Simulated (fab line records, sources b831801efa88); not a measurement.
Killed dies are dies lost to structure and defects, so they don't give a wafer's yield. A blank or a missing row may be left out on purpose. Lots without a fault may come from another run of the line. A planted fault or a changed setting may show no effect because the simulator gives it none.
fab line records | flow sky130 | part 1 of 2: steps 1 to 25 of 34
record lots=5 wafers=15 last_day=50
route steps=708 shown VIA3@581 METAL4@598 CAP2M@603
lots that met no fault: from a run of the same line without faults
start_h: hours from the record's first day to the start of the lot's first wafer shown | wait_h: hours since the lot's step before | " the same as in the row above | L1.1+2: a row that stands for several wafers | - no value, or no start given | * or withheld: withheld | < > ~ a bound
route shown NAME@n: a module of which the file shows steps, and the number in the route of the first | usual: mean/standard deviation of fault-free wafers | same: alike in all rows | chamber/n: place in a boat | sites: the reading at each site | _std_site: their standard deviation | _edge_site: outer sites' mean less inner sites' | radius_mm: how far each site lies from the wafer's centre | mask NAME#n: copy n | behind: the tool/chamber that last shaped the wafer | hold: why the lot was held/for how many hours/how that ended | device: the transistor (n, p or np) that didn't switch | end of line: the same wafers' tests at the end of the route | a step without rows: its recipe alone | killed: dies lost to structure and defects at the first sort, not the wafer's yield | map: a wafer's dies, x killed, . not, _ none there
set.NAME: the setting as run; set.NAME@STEP: as run at that earlier step | model.NAME: the simulator's own value behind a step, which no gauge read
lots at some steps of the route; a table a step, a row a wafer
services: from which hour (start_h, from the record's first day; less than 0 if before it) a tool's chamber was out of use, for how many hours, and why
## steps
# step SKY_VIA3_SOFTBAKE_08
# recipe temp_c=100 time_s=92.15 resist=KrF-thick
# usual chill_plate_temp_C=23.01/0.1 plate_sensor_t_centre_C=100.88/0.0084 plate_sensor_t_edge_C=100.95/0.0099
# columns lot.wafer tool chamber start_h wait_h chill_plate_temp_C plate_sensor_t_centre_C plate_sensor_t_edge_C
L080.1 litho_track-02 0 - - 23.18 100.88 100.94
L080.3 " 0 " " 23.18 100.89 100.95
L080.6 " 0 " " 23.07 100.87 100.95
L082.2 litho_track-03 0 - - 22.91 100.89 100.95
L082.3 " 0 " " 23.31 100.87 100.96
L082.4 " 0 " " 22.97 100.88 100.96
L083.1 litho_track-03 0 - - 23.13 100.87 100.94
L083.5 " 0 " " 23.11 100.86 100.96
L083.6 " 0 " " 22.96 100.88 100.96
L085.1 litho_track-04 0 - - 22.99 100.89 100.96
L085.5 " 0 " " 23.02 100.88 100.97
L085.6 " 0 " " 22.96 100.87 100.95
L096.3 litho_track-03 0 - - 23.03 100.88 100.95
L096.5 " 0 " " 23.01 100.87 100.96
L096.6 " 0 " " 23.02 100.88 100.96
# step SKY_VIA3_EXPOSE_09
# recipe mask_id=VIM3 na=0.8 source_shape=annular sigma_inner=0.55 sigma_outer=0.85 target_cd_nm=200 dose_mj=38
# usual stage_vel_mm_s=499.93/0.27
# same sigma_inner=0.55
# columns lot.wafer tool chamber start_h wait_h mask stage_vel_mm_s
L080.1 krf_scanner-01 0 - - VIM3#0 499.55
L080.3 " 0 " " VIM3#0 500.37
L080.6 " 0 " " VIM3#0 499.81
L082.2 krf_scanner-01 0 - - VIM3#0 500.11
L082.3 " 0 " " VIM3#0 499.77
L082.4 " 0 " " VIM3#0 500.23
L083.1 krf_scanner-01 0 - - VIM3#0 499.70
L083.5 " 0 " " VIM3#0 500.29
L083.6 " 0 " " VIM3#0 499.97
L085.1 krf_scanner-02 0 - - VIM3#0 499.76
L085.5 " 0 " " VIM3#0 500.35
L085.6 " 0 " " VIM3#0 500.32
L096.3 krf_scanner-02 0 - - VIM3#0 499.92
L096.5 " 0 " " VIM3#0 500.48
L096.6 " 0 " " VIM3#0 500.07
# step SKY_VIA3_PEB_10
# recipe peb_temp_c=withheld peb_time_s=withheld resist=KrF-thick
# usual chill_plate_temp_C=*
# columns lot.wafer tool chamber start_h wait_h chill_plate_temp_C
L080.1 litho_track-02 0 - - *
L080.3 " 0 " " *
L080.6 " 0 " " *
L082.2 litho_track-03 0 - - *
L082.3 " 0 " " *
L082.4 " 0 " " *
L083.1 litho_track-02 0 - - *
L083.5 " 0 " " *
L083.6 " 0 " " *
L085.1 litho_track-04 0 - - *
L085.5 " 0 " " *
L085.6 " 0 " " *
L096.3 litho_track-03 0 - - *
L096.5 " 0 " " *
L096.6 " 0 " " *
# step SKY_VIA3_DEVELOP_11
# recipe develop_time_s=60 resist=KrF-thick dev_temp_c=21
# usual chill_plate_temp_C=22.99/0.11
# same develop_time_s=60
# columns lot.wafer tool chamber start_h wait_h chill_plate_temp_C
L080.1 litho_track-02 0 - - 23.06
L080.3 " 0 " " 22.93
L080.6 " 0 " " 22.94
L082.2 litho_track-03 0 - - 23.04
L082.3 " 0 " " 22.99
L082.4 " 0 " " 23.06
L083.1 litho_track-02 0 - - 22.99
L083.5 " 0 " " 23.09
L083.6 " 0 " " 22.82
L085.1 litho_track-04 0 - - 22.96
L085.5 " 0 " " 22.95
L085.6 " 0 " " 22.85
L096.3 litho_track-03 0 - - 23.03
L096.5 " 0 " " 23.16
L096.6 " 0 " " 22.89
# step SKY_VIA3_CD_MEAS_12
# recipe target_cd_nm=200
# usual cd_nm=200.0/1.4
# columns lot.wafer tool chamber start_h wait_h cd_nm
L080.1 cd_sem-02 - 994.27 - 201.4
L080.3 " - " " 201.5
L080.6 " - " " 201.8
L082.2 cd_sem-02 - 995.18 - 200.0
L082.3 " - " " 201.2
L082.4 " - " " 198.8
L083.1 cd_sem-02 - 1005.47 - 199.2
L083.5 " - " " 199.3
L083.6 " - " " 199.6
L085.1 cd_sem-01 - 1019.26 - 200.2
L085.5 " - " " 200.2
L085.6 " - " " 201.0
L096.3 cd_sem-02 - 1079.45 - 201.0
L096.5 " - " " 200.9
L096.6 " - " " 199.2
# step SKY_VIA3_OVL_MEAS_13
# usual VIA3_OVL=-3/5.4
# columns lot.wafer tool chamber start_h wait_h VIA3_OVL[nm]
L080.1 overlay-01 - 994.39 0.1 -2
L080.3 " - " " 0
L080.6 " - " " -2
L082.2 overlay-01 - 995.29 0.1 -2
L082.3 " - " " -6
L082.4 " - " " -7
L083.1 overlay-01 - 1005.59 0.1 -5
L083.5 " - " " -4
L083.6 " - " " -9
L085.1 overlay-02 - 1019.38 0.1 -4
L085.5 " - " " -4
L085.6 " - " " 2
L096.3 overlay-02 - 1079.54 0.1 10
L096.5 " - " " 2
L096.6 " - " " 10
# step SKY_VIA3_ETCH_14
# recipe chemistry=N2/H2 target=BARC ion_energy_ev=200 source_w=500 bias_w=100 pressure_mtorr=30 n2_flow_sccm=100 h2_flow_sccm=200 stop_on=SiO2 time_s=45.9 target_depth_a=600
# usual drypump_motor_current_A=5.7/0.46 oes_product_au=0.855/0.005 throttle_valve_pct=13.226/0.0081
# columns lot.wafer tool chamber start_h wait_h drypump_motor_current_A oes_product_au rf_hours_counter_h throttle_valve_pct
L080.1 rie_diel-02 0 994.43 0.0 5.3 0.853 14 13.203
L080.3 " 3 " " 6.6 0.862 4 13.226
L080.6 " 2 " " 5.8 0.847 - 13.214
L082.2 rie_diel-02 2 995.32 0.0 5.8 0.850 14 13.213
L082.3 " 3 " " 6.6 0.845 4 13.235
L082.4 " 1 " " 5.8 0.860 18 13.239
L083.1 rie_diel-01 3 1005.63 0.0 5.6 0.852 23 13.224
L083.5 " 2 " " 5.2 0.861 - 13.228
L083.6 " 3 " " 5.5 0.859 - 13.225
L085.1 rie_diel-02 2 1019.42 0.0 5.8 0.857 15 13.245
L085.5 " 0 " " 5.3 0.852 - 13.222
L085.6 " 1 " " 5.7 0.865 - 13.227
L096.3 rie_diel-02 1 1079.57 0.0 5.7 0.850 21 13.233
L096.5 " 0 " " 5.3 0.850 - 13.230
L096.6 " 1 " " 5.8 0.855 - 13.235
# step SKY_VIA3_ETCH_15
# recipe target=SiO2 chemistry=C4F8/O2/Ar target_depth_nm=507 stop_on=TiN mask_material=KrF-thick source_w=1500 bias_w=1200 pressure_mtorr=40 c4f8_flow_sccm=withheld O2_flow_sccm=6 Ar_flow_sccm=300 time_s=78
# usual oes_product_au=0.945/0.0048
# columns lot.wafer tool chamber start_h wait_h oes_product_au
L080.1 rie_diel-02 0 994.47 0.0 0.949
L080.3 " 3 " " 0.941
L080.6 " 2 " " 0.960
L082.2 rie_diel-02 2 995.36 0.0 0.951
L082.3 " 3 " " 0.942
L082.4 " 1 " " 0.953
L083.1 rie_diel-01 3 1005.67 0.0 0.942
L083.5 " 2 " " 0.936
L083.6 " 3 " " 0.944
L085.1 rie_diel-02 2 1019.46 0.0 0.949
L085.5 " 0 " " 0.942
L085.6 " 1 " " 0.951
L096.3 rie_diel-02 1 1079.61 0.0 0.948
L096.5 " 0 " " 0.937
L096.6 " 1 " " 0.949
# step SKY_VIA3_STRIP_16
# recipe chemistry=O2/N2 power_w=1400 pressure_mtorr=1500 platen_temp_c=withheld o2_flow_sccm=3000 n2_flow_sccm=300 overash_fraction=0.5
# usual drypump_motor_current_A=5.7/0.3 oes_product_au=0.402/0.0047 strip_time_to_endpoint_s=4.135/0.028
# columns lot.wafer tool chamber start_h wait_h drypump_motor_current_A oes_product_au rf_hours_counter_h strip_time_to_endpoint_s
L080.1 plasma_asher-01 1 994.53 0.0 6.2 0.404 86 4.166
L080.3 " 1 " " 6.2 0.402 - 4.158
L080.6 " 0 " " 5.5 0.401 - 4.113
L082.2 plasma_asher-04 0 995.42 0.0 6.0 0.397 26 4.085
L082.3 " 0 " " 6.0 0.400 - 4.138
L082.4 " 1 " " 5.4 0.405 - 4.182
L083.1 plasma_asher-04 0 1005.73 0.0 6.0 0.404 27 4.151
L083.5 " 0 " " 6.0 0.404 - 4.197
L083.6 " 1 " " 5.4 0.403 - 4.179
L085.1 plasma_asher-02 1 1019.52 0.0 5.6 0.392 58 4.099
L085.5 " 0 " " 5.6 0.407 - 4.168
L085.6 " 1 " " 5.6 0.397 - 4.142
L096.3 plasma_asher-04 0 1079.70 0.1 6.0 0.397 - 4.144
L096.5 " 1 " " 5.3 0.399 - 4.166
L096.6 " 0 " " 6.0 0.406 - 4.144
# step SKY_VIA3_STRIP_17
# recipe chemistry=post_etch_residue_remover time_s=1200 temp_c=72.5
# columns lot.wafer tool chamber start_h wait_h
L080.1+3+6 wet_bench-02 1 994.63 0.1
L082.2+3+4 wet_bench-01 1 995.52 0.1
L083.1+5+6 wet_bench-01 2 1005.83 0.1
L085.1+5+6 wet_bench-03 1 1019.62 0.1
L096.3+5+6 wet_bench-03 1 1079.77 0.0
# step SKY_VIA3_CLEAN_18
# recipe chemistry=IPA time_s=180 temp_c=25
# columns lot.wafer tool chamber start_h wait_h
L080.1+3+6 wet_bench-01 3 994.97 0.0
L082.2+3+4 wet_bench-03 0 995.86 0.0
L083.1+5+6 wet_bench-03 3 1006.17 0.0
L085.1+5+6 wet_bench-02 1 1019.99 0.0
L096.3+5+6 wet_bench-03 0 1080.11 0.0
# step SKY_VIA3_CLEAN_19
# recipe chemistry=O3/DIW dry=n2_spin
# columns lot.wafer tool chamber start_h wait_h
L080.1+3+6 wet_bench-03 0 995.03 0.0
L082.2+3+4 wet_bench-02 3 995.92 0.0
L083.1+5+6 wet_bench-02 3 1006.24 0.0
L085.1+5+6 wet_bench-01 0 1020.05 0.0
L096.3+5+6 wet_bench-03 3 1080.17 0.0
# step SKY_VIA3_SPUTTER_20
# recipe material=TiN target_thk_nm=20 chamber_pressure_pa=5 power_w=4000 time_s=80
# usual throttle_valve_pct=30.0/1.1
# columns lot.wafer tool chamber start_h wait_h throttle_valve_pct
L080.1 pvd_sputter-02 - 995.12 0.0 30.6
L080.3 " - " " 29.7
L080.6 " - " " 30.1
L082.2 pvd_sputter-04 - 996.01 0.0 29.6
L082.3 " - " " 31.0
L082.4 " - " " 31.3
L083.1 pvd_sputter-02 - 1006.33 0.0 28.1
L083.5 " - " " 28.1
L083.6 " - " " 29.9
L085.1 pvd_sputter-03 - 1020.15 0.0 28.6
L085.5 " - " " 28.4
L085.6 " - " " 30.3
L096.3 pvd_sputter-04 - 1080.26 0.0 31.4
L096.5 " - " " 30.9
L096.6 " - " " 31.3
# step SKY_VIA3_CVD_21
# recipe material=W target_thk_nm=390 time_s=117.31 temp_c=400 pressure_torr=40
# usual heater_power_w=832/61
# columns lot.wafer tool chamber start_h wait_h heater_power_w
L080.1 cvd_w-01 1 995.18 0.0 800
L080.3 " 0 " " 834
L080.6 " 1 " " 785
L082.2 cvd_w-02 0 996.07 0.0 921
L082.3 " 1 " " 777
L082.4 " 0 " " 935
L083.1 cvd_w-01 0 1006.39 0.0 841
L083.5 " 0 " " 830
L083.6 " 1 " " 809
L085.1 cvd_w-02 1 1020.21 0.0 765
L085.5 " 0 " " 929
L085.6 " 1 " " 776
L096.3 cvd_w-01 1 1080.36 0.1 806
L096.5 " 0 " " 834
L096.6 " 1 " " 780
# step SKY_VIA3_RS_MEAS_22
# recipe thk_meas_gauge=four-point-probe reads=W_of_VIA3_CVD_21+TiN_of_VIA3_SPUTTER_20
# usual VIA3_W_RS=0.294/0.0037
# columns lot.wafer tool chamber start_h wait_h VIA3_W_RS[ohm/sq]
L080.1 film_metro-04 - 995.31 0.1 0.292
L080.3 " - " " 0.294
L080.6 " - " " 0.292
L082.2 film_metro-04 - 996.21 0.1 0.296
L082.3 " - " " 0.302
L082.4 " - " " 0.298
L083.1 film_metro-04 - 1006.51 0.1 0.288
L083.5 " - " " 0.290
L083.6 " - " " 0.289
L085.1 film_metro-03 - 1020.33 0.1 0.302
L085.5 " - " " 0.301
L085.6 " - " " 0.300
L096.3 film_metro-01 - 1080.48 0.1 0.289
L096.5 " - " " 0.298
L096.6 " - " " 0.291
# step SKY_VIA3_THK_MEAS_23
# recipe thk_meas_gauge=xrf reads=W_of_VIA3_CVD_21
# usual VIA3_W_THK=383/6.3
# columns lot.wafer tool chamber start_h wait_h VIA3_W_THK[nm]
L080.1 film_metro-04 - 995.43 0.1 385
L080.3 " - " " 384
L080.6 " - " " 389
L082.2 film_metro-04 - 996.32 0.1 382
L082.3 " - " " 375
L082.4 " - " " 380
L083.1 film_metro-04 - 1006.63 0.1 392
L083.5 " - " " 391
L083.6 " - " " 391
L085.1 film_metro-03 - 1020.45 0.1 374
L085.5 " - " " 375
L085.6 " - " " 376
L096.3 film_metro-01 - 1080.58 0.1 384
L096.5 " - " " 374
L096.6 " - " " 384
# step SKY_VIA3_CMP_24
# recipe stop_on=SiO2 t_overpolish_s=20 down_force_psi=3.5 platen_rpm=60 target_thk_nm=0 pad_velocity_m_s=0.94248
# usual motor_current_A=11.0/0.92 overpolish_run_s=20.001/0.0083 platen_rpm=60.00/0.042 time_to_endpoint_s=94/5.6
# columns lot.wafer tool chamber start_h wait_h motor_current_A overpolish_run_s platen_rpm time_to_endpoint_s
L080.3 cmp-01 0 995.49 0.0 10.4 19.996 60.01 98
L080.1 " 1 " " 12.0 20.002 59.98 92
L080.6 " 1 " " 12.2 20.007 59.96 92
L082.2 cmp-01 0 996.37 0.0 10.1 19.984 59.98 97
L082.3 " 1 " " 12.3 19.996 59.99 89
L082.4 " 2 " " 9.8 20.000 59.98 100
L083.1 cmp-02 2 1006.79 0.1 11.6 20.002 60.00 92
L083.6 " 0 " " 9.7 19.995 59.92 91
L083.5 " 1 " " 10.8 19.989 60.06 96
L085.1 cmp-01 3 1020.51 0.1 11.3 20.009 59.99 95
L085.5 " 3 " " 12.1 20.005 60.00 96
L085.6 " 0 " " 10.7 20.013 59.99 96
L096.3 cmp-01 3 1080.77 0.2 11.5 20.012 60.04 98
L096.6 " 0 " " 10.6 20.015 60.06 98
L096.5 " 1 " " 11.9 20.009 59.99 89
# step SKY_METAL4_SPUTTER_00
# recipe material=Ti target_thk_nm=15 power_w=3000 time_s=10 chamber_pressure_pa=0.4
# usual throttle_valve_pct=30.1/0.86
# columns lot.wafer tool chamber start_h wait_h throttle_valve_pct
L080.1 pvd_sputter-03 - 995.79 0.2 28.6
L080.3 " - " " 29.9
L080.6 " - " " 28.6
L082.2 pvd_sputter-04 - 996.67 0.2 31.5
L082.3 " - " " 31.4
L082.4 " - " " 31.3
L083.1 pvd_sputter-04 - 1006.99 0.1 30.9
L083.5 " - " " 30.7
L083.6 " - " " 29.9
L085.1 pvd_sputter-01 - 1020.81 0.2 29.7
L085.5 " - " " 30.1
L085.6 " - " " 30.2
L096.3 pvd_sputter-03 - 1080.92 0.1 28.5
L096.5 " - " " 30.1
L096.6 " - " " 28.6
# step SKY_METAL4_SPUTTER_01
# recipe material=TiN target_thk_nm=20 power_w=6500 time_s=16.7 chamber_pressure_pa=0.4
# usual throttle_valve_pct=30.1/0.85
# columns lot.wafer tool chamber start_h wait_h throttle_valve_pct
L080.1 pvd_sputter-03 - 995.81 0.0 28.7
L080.3 " - " " 30.2
L080.6 " - " " 28.6
L082.2 pvd_sputter-04 - 996.70 0.0 31.4
L082.3 " - " " 31.3
L082.4 " - " " 30.9
L083.1 pvd_sputter-04 - 1007.01 0.0 31.1
L083.5 " - " " 31.1
L083.6 " - " " 29.7
L085.1 pvd_sputter-01 - 1020.84 0.0 30.0
L085.5 " - " " 29.9
L085.6 " - " " 29.9
L096.3 pvd_sputter-03 - 1080.95 0.0 28.6
L096.5 " - " " 30.1
L096.6 " - " " 28.6
# step SKY_METAL4_SPUTTER_02
# recipe material=AlCu target_thk_nm=735 power_w=10600 time_s=39.1 chamber_pressure_pa=0.4
# usual throttle_valve_pct=30.2/0.82
# columns lot.wafer tool chamber start_h wait_h throttle_valve_pct
L080.1 pvd_sputter-03 - 995.84 0.0 28.4
L080.3 " - " " 30.1
L080.6 " - " " 28.6
L082.2 pvd_sputter-04 - 996.72 0.0 31.4
L082.3 " - " " 31.2
L082.4 " - " " 31.0
L083.1 pvd_sputter-04 - 1007.04 0.0 30.8
L083.5 " - " " 30.6
L083.6 " - " " 29.6
L085.1 pvd_sputter-01 - 1020.86 0.0 30.1
L085.5 " - " " 30.0
L085.6 " - " " 30.2
L096.3 pvd_sputter-03 - 1080.97 0.0 28.6
L096.5 " - " " 29.9
L096.6 " - " " 29.0
# step SKY_METAL4_SPUTTER_03
# recipe material=Ti target_thk_nm=5 power_w=3000 time_s=3.3 chamber_pressure_pa=0.4
# usual throttle_valve_pct=30.1/0.85
# columns lot.wafer tool chamber start_h wait_h throttle_valve_pct
L080.1 pvd_sputter-03 - 995.87 0.0 28.5
L080.3 " - " " 30.3
L080.6 " - " " 28.3
L082.2 pvd_sputter-04 - 996.76 0.0 31.6
L082.3 " - " " 31.4
L082.4 " - " " 31.1
L083.1 pvd_sputter-04 - 1007.08 0.0 31.0
L083.5 " - " " 30.9
L083.6 " - " " 29.8
L085.1 pvd_sputter-01 - 1020.90 0.0 29.6
L085.5 " - " " 30.2
L085.6 " - " " 30.1
L096.3 pvd_sputter-03 - 1081.01 0.0 28.3
L096.5 " - " " 29.9
L096.6 " - " " 28.3
# step SKY_METAL4_SPUTTER_04
# recipe material=TiN target_thk_nm=70 power_w=6500 time_s=58.3 chamber_pressure_pa=0.4
# usual throttle_valve_pct=30.1/0.85
# columns lot.wafer tool chamber start_h wait_h throttle_valve_pct
L080.1 pvd_sputter-03 - 995.89 0.0 28.3
L080.3 " - " " 30.3
L080.6 " - " " 28.7
L082.2 pvd_sputter-04 - 996.78 0.0 31.3
L082.3 " - " " 31.2
L082.4 " - " " 31.0
L083.1 pvd_sputter-04 - 1007.10 0.0 31.2
L083.5 " - " " 30.7
L083.6 " - " " 29.7
L085.1 pvd_sputter-01 - 1020.92 0.0 30.1
L085.5 " - " " 29.9
L085.6 " - " " 30.2
L096.3 pvd_sputter-03 - 1081.03 0.0 28.6
L096.5 " - " " 30.3
L096.6 " - " " 28.5
# step SKY_CAP2M_CVD_00
# recipe material=SiO2 target_thk_nm=15.5 temp_c=400 time_s=withheld rf_w=450
# usual heater_power_w=662/110
# columns lot.wafer tool chamber start_h wait_h heater_power_w
L080.1 pecvd-02 0 995.94 0.0 923
L080.3 " 2 " " 756
L080.6 " 1 " " 609
L082.2 pecvd-03 2 996.83 0.0 527
L082.3 " 1 " " 596
L082.4 " 1 " " 572
L083.1 pecvd-02 1 1007.15 0.0 605
L083.5 " 0 " " 839
L083.6 " 1 " " 604
L085.1 pecvd-02 2 1020.97 0.0 722
L085.5 " 0 " " 782
L085.6 " 2 " " 727
L096.3 pecvd-03 2 1081.08 0.0 554
L096.5 " 2 " " 558
L096.6 " 0 " " 646
# step SKY_CAP2M_THK_MEAS_01
# recipe reads=SiO2_of_CAP2M_CVD_00
# usual CAP2M_CVD_00_THK=15.50/0.25
# columns lot.wafer tool chamber start_h wait_h CAP2M_CVD_00_THK[nm]
L080.1 film_metro-03 - 995.96 - 15.61
L080.3 " - " " 15.49
L080.6 " - " " 15.74
L082.2 film_metro-02 - 996.86 - 15.23
L082.3 " - " " 15.12
L082.4 " - " " 15.70
L083.1 film_metro-04 - 1007.17 - 15.16
L083.5 " - " " 15.72
L083.6 " - " " 15.59
L085.1 film_metro-02 - 1020.99 - 15.14
L085.5 " - " " 15.64
L085.6 " - " " 15.50
L096.3 film_metro-02 - 1081.12 - 15.22
L096.5 " - " " 15.50
L096.6 " - " " 15.32
# step SKY_CAP2M_SPUTTER_02
# recipe material=TiN target_thk_nm=200 temp_c=300 power_w=6500 time_s=166.7 chamber_pressure_pa=0.4
# usual throttle_valve_pct=29.7/0.92
# columns lot.wafer tool chamber start_h wait_h throttle_valve_pct
L080.1 pvd_sputter-01 - 996.02 0.1 30.3
L080.3 " - " " 31.0
L080.6 " - " " 29.9
L082.2 pvd_sputter-03 - 996.91 0.0 31.0
L082.3 " - " " 28.7
L082.4 " - " " 30.5
L083.1 pvd_sputter-01 - 1007.23 0.1 30.2
L083.5 " - " " 29.8
L083.6 " - " " 30.7
L085.1 pvd_sputter-02 - 1021.05 0.1 27.9
L085.5 " - " " 29.9
L085.6 " - " " 28.1
L096.3 pvd_sputter-02 - 1081.16 0.0 30.1
L096.5 " - " " 28.1
L096.6 " - " " 29.9
